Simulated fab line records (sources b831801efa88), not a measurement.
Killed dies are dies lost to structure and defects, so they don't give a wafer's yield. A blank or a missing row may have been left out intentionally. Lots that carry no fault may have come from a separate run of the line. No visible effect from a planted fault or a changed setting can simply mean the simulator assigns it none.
A struck lot beside a sound one	flow gf180mcu	16 out of 602 route steps
Sound: the wafers L524.1, L524.4, L524.6. Struck: wafers L528.1, L528.2, L528.3. The cause is named last.
Each step with rows lists, per side, the tool, then ch with its chambers, then its first start. Under that, the readings that differ: sound wafers	struck wafers	difference of the means	sigmas: that difference in standard deviations of wafers without a fault.
alike: same words and numbers on both sides, and readings whose means sit less than 2 such deviations apart. not compared: any withheld reading, any reading some wafer has no value for, any bound like >300 that may hide the same value, and any number with overlapping values for which the record gives no deviation.
Wherever a step has rows on one side only, a row that says differs or no value, or a row with sigmas, the two part there. Non-overlapping numbers with no deviation appear without sigmas and do not part them. A reading missing from all wafers of one side parts the sides only when that side holds two or more wafers.

first, 3 steps without rows for these wafers: GF_V5_EXPOSE_11 (exposes mask Via5, target cd 260 nm); GF_V5_PEB_12 (peb time 90 s); GF_V5_DEVELOP_13 (develop time 60 s).
GF_V5_CD_MEAS_14 targets a cd of 260 nm.
  struck on cdSem-01, day 29 17:51; sound on cdSem-02, day 28 08:18
reading	sound	struck	difference	sigmas
cdNm (nm)	262.0 260.6 261.6	258.6 257.8 259.8	-2.7	-2
GF_V5_OVL_MEAS_15:
  struck on overlay-02, day 29 17:58; sound on overlay-02, day 28 08:25
  alike: V5_OVL
GF_V5_ETCH_16: etches BARC in N2/H2.
  sound on rieDiel-04 ch 0,1,2, day 28 08:28; struck on rieDiel-03 ch 1,2,3, day 29 18:01
  alike: biasW, drypumpMotorCurrentA, oesProductAu, throttleValvePct
GF_V5_ETCH_17: etches SiO2 in C4F8/O2/Ar, stops on TiN, target depth 855 nm.
  sound on rieDiel-04 ch 0,1,2; struck on rieDiel-03 ch 1,2,3
  alike: biasW, oesProductAu
GF_V5_STRIP_18: strips in O2/N2.
  sound on plasmaAsher-01 ch 0,1, day 28 08:37; struck on plasmaAsher-02 ch 0,1, day 29 18:10
reading	sound	struck	difference	sigmas
heaterPowerW (W)	361 298 311	409 394 415	+83	+2
  alike: drypumpMotorCurrentA, oesProductAu
  not compared: rfHoursCounterH
then, 2 steps without rows for these wafers: GF_V5_STRIP_19 (strips in post etch residue remover, time 1200 s); GF_V5_CLEAN_20 (cleans in DIW).
GF_V5_SPUTTER_21: material Ti, target thk 15 nm, time 80.02 s.
  struck on pvdSputter-03, day 29 18:41; sound on pvdSputter-01, day 28 09:09
  alike: throttleValvePct
GF_V5_SPUTTER_22: material TiN, target thk 10 nm, time 40 s.
  struck on pvdSputter-03, day 29 18:45; sound on pvdSputter-01, day 28 09:13
  alike: throttleValvePct
GF_V5_CVD_23: deposits W, target thk 350 nm, time 104.9 s.
  sound on cvdW-02 ch 0,1, day 28 09:15; struck on cvdW-01 ch 0,1, day 29 18:47
  no value came back on the struck wafers for chamberPressureTorr (Torr), heaterPowerOuterW (W), heaterPowerW (W); on the sound wafers chamberPressureTorr (Torr) reads 40.07 40.01 39.97
GF_V5_RS_MEAS_24: a four-point-probe measurement.
  struck on filmMetro-02, day 29 18:54; sound on filmMetro-04, day 28 09:22
reading	sound	struck	difference	sigmas
V5_W_RS (ohm/sq)	0.328 0.317 0.328	43.602 44.025 43.255	+43.303	+99 or more
GF_V5_THK_MEAS_25: measures by xrf.
  struck on filmMetro-02, day 29 19:01; sound on filmMetro-04, day 28 09:29
reading	sound	struck	difference	sigmas
V5_W_THK (nm)	342 353 341	<0 <0 <0	differs	
GF_V5_CMP_26: polishes, stops on SiO2, t overpolish 15 s, target thk 0 nm.
  sound on cmp-02 ch 1,2,3, day 28 09:35; struck on cmp-01 ch 0,1,2, day 29 19:05
reading	sound	struck	difference	sigmas
timeToEndpointS (s)	80 84 77	5 1 4	-77	-23
  alike: edgeZonePressureFrac, motorCurrentA, retainingRingPressureFrac

== WHERE THEY PART ==
First at GF_V5_CD_MEAS_14; last, within this record, at GF_V5_CMP_26.

WHY: whatever the simulator had introduced
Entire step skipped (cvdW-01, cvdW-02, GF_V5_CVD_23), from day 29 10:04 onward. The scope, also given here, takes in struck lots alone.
